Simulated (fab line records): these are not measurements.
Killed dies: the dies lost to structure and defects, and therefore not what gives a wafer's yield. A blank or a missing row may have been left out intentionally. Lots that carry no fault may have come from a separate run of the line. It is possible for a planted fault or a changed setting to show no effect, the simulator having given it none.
Comparing a struck lot with a sound one	flow sky130	22 steps out of a route of 708
Sound: these wafers, L229.1, L229.3, L229.5. Wafers L235.2, L235.3, L235.5 were the ones struck. The cause is given at the end.
For every step that has rows: the tool of each side, followed by ch and its chambers, followed by its first start. Under that, the readings that differ: sound wafers	struck wafers	difference of the means	sigmas: that difference in standard deviations of wafers without a fault.
alike: a reading whose means differ by less than 2 such deviations, as well as words and numbers matching on both sides. not compared: withheld readings; readings where some wafer has no value; bounds like >300 that might hide an equal value; numbers whose values overlap and for which the record gives no deviation.
A row with sigmas, a row that says differs or no value, or rows on one side alone: a step with any of these is where the two part. Numbers that don't overlap but have no deviation are shown without sigmas and don't part them. A reading that every wafer of one side lacks parts them only if that side has two wafers or more.

first, 2 steps without rows for these wafers: SKY_POLY_GATE_CLEAN_19 (cleans in SC1/SC2, time 150 s); SKY_POLY_GATE_OXIDATION_20 (stabilise 600 s, purge 300 s, target thk 4 nm).
SKY_POLY_GATE_THK_MEAS_21:
  sound: film_metro-01 at day 18 09:23; struck: film_metro-01 at day 19 18:08
  alike: POLY_GATE_OXIDATION_THK
SKY_POLY_GATE_CD_MEAS_22:
  sound: cd_sem-02 at day 18 09:34; struck: cd_sem-01 at day 19 18:13
  alike: cd_nm
then, 7 steps without rows for these wafers: SKY_LDD_N_DEHYDRATE_00 (time 60 s); SKY_LDD_N_HMDS_01 (prime time 60 s); SKY_LDD_N_COAT_02 (resist thk 300 nm); SKY_LDD_N_SOFTBAKE_03 (time 60 s); SKY_LDD_N_EXPOSE_04 (exposes mask NTM, target cd 840 nm); SKY_LDD_N_PEB_05; SKY_LDD_N_DEVELOP_06 (develop time 60 s).
SKY_LDD_N_OVL_MEAS_07:
  sound: overlay-02 at day 19 15:16; struck: overlay-02 at day 21 01:07
  alike: LDD_N_OVL
SKY_LDD_N_IMPLANT_08:
  struck on implanter-02, day 21 01:10; sound on implanter-02 ch 0, day 19 15:18
  no value came back on the struck wafers for beam_energy_keV, beam_on_s (s), dose_ions_cm2; on the sound wafers beam_energy_keV reads 20.006 20.000 20.007
then, 7 steps without rows for these wafers: SKY_LDD_N_IMPLANT_09; SKY_LDD_N_IMPLANT_10; SKY_LDD_N_IMPLANT_11; SKY_LDD_N_IMPLANT_12; SKY_LDD_N_IMPLANT_13; SKY_LDD_N_IMPLANT_14; SKY_LDD_N_IMPLANT_15.
SKY_LDD_N_STRIP_16: strips in O2/N2.
  sound on plasma_asher-04 ch 0,1, day 19 16:30; struck on plasma_asher-02 ch 0,1, day 21 02:21
reading	sound	struck	difference	sigmas
strip_time_to_endpoint_s (s)	4.297 4.312 4.329	4.140 4.139 4.142	-0.172	-13
  alike: drypump_motor_current_A, n2_flow_sccm, oes_product_au
  not compared: rf_hours_counter_h
SKY_LDD_N_TW_MEAS_17:
  sound: film_metro-03 at day 19 16:36; struck: film_metro-03 at day 21 02:28
reading	sound	struck	difference	sigmas
LDD_N_TW	2569 2577 2581	2444 2433 2441	-136	-10

== WHERE THEY PART ==
At SKY_LDD_N_IMPLANT_08 first; at SKY_LDD_N_TW_MEAS_17 last (within this record only).

WHY: what had been put in by the simulator
Step skipped in full: implanter-02, at SKY_LDD_N_IMPLANT_08, from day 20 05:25 onward. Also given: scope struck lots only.
